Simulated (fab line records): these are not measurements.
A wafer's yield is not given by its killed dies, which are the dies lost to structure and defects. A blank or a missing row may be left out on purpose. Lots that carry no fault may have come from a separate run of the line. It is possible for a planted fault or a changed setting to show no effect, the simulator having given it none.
Which tool did it? -- flow sky130 -- 14 lots, 42 wafers sampled, at 2 steps of a route of 708

== WHAT THE GAUGES SHOWED, per wafer ==
SKY_CONTACT_THK_MEAS_26: measures by xrf. Usual: for CONTACT_W_THK the level is 329 nm and the standard deviation is 5.1.
lot,measured,on,CONTACT_W_THK (nm),flag
L776,day 31 15:39,filmMetro-03,336 334 340,
L777,day 31 17:43,filmMetro-01,315 318 318,
L778,day 32 19:52,filmMetro-03,326 333 332,
L779,day 32 20:19,filmMetro-01,327 326 330,
L782,day 33 15:39,filmMetro-03,331 333 330,
L787,day 35 05:00,filmMetro-01,331 329 334,
L786,day 35 05:42,filmMetro-03,335 337 331,
L789,day 36 04:24,filmMetro-03,337 335 333,
L790,day 36 11:42,filmMetro-03,331 327 330,
L793,day 37 05:08,filmMetro-01,330 333 331,
L794,day 37 12:06,filmMetro-03,334 329 334,
L796,day 37 23:29,filmMetro-02,330 326 322,
L798,day 39 12:14,filmMetro-01,323 320 323,
L799,day 39 13:31,filmMetro-03,328 334 332,

SKY_METAL1_RS_MEAS_05: the measuring method here is four-point-probe. Usual: for METAL1_ALCU_RS the level is 0.1275 ohm/sq and the standard deviation is 0.0015.
lot,measured,on,METAL1_ALCU_RS (ohm/sq),flag
L776,day 31 16:12,filmMetro-04,0.1279 0.1269 0.1261,
L777,day 31 18:14,filmMetro-02,0.1283 0.1271 0.1274,
L778,day 32 20:23,filmMetro-04,0.1263 0.1268 0.1269,
L779,day 32 21:05,filmMetro-01,0.1264 0.1250 0.1255,
L782,day 33 16:09,filmMetro-04,0.1291 0.1277 0.1289,
L787,day 35 05:30,filmMetro-01,0.1273 0.1266 0.1264,
L786,day 35 06:13,filmMetro-04,0.1285 0.1280 0.1278,
L789,day 36 04:55,filmMetro-02,0.1251 0.1268 0.1261,
L790,day 36 12:13,filmMetro-02,0.1278 0.1271 0.1262,
L793,day 37 05:38,filmMetro-01,0.1301 0.1302 0.1287,
L794,day 37 13:00,filmMetro-01,0.1277 0.1276 0.1290,
L796,day 37 23:59,filmMetro-04,0.1261 0.1276 0.1271,
L798,day 39 12:44,filmMetro-04,0.1284 0.1281 0.1281,
L799,day 39 14:02,filmMetro-02,0.1287 0.1281 0.1280,

== TOOL THAT RAN EACH LOT (tool first, then ch and the chambers of the sampled wafers, then the start) ==
The record shows no process step preceding these readings.

== WHAT THE TOOLS THEMSELVES READ (means of the sampled wafers that have a number; where no wafer has one, the mark that the record gives instead) ==
The record holds no such reading with a usual standard deviation.

== THE ANSWER, worked out from the rows above alone ==
Rule: a lot is off if the mean of its wafers that have a number lies more than 3 standard deviations from the usual mean. Also off: a lot with no number at a reading for which 4 or more lots have one. All remaining lots with rows at the step are treated as sound. Order of review: gauges by route order, followed by the tools' own readings, for which a lot's mean as printed above is used. At the first step where some lot is off, the reading lying furthest off is the one used; lots without a number count as furthest.
No lot is off at any reading shown: from this, nothing can be told.

== WHAT THE SIMULATOR HAD INSERTED ==
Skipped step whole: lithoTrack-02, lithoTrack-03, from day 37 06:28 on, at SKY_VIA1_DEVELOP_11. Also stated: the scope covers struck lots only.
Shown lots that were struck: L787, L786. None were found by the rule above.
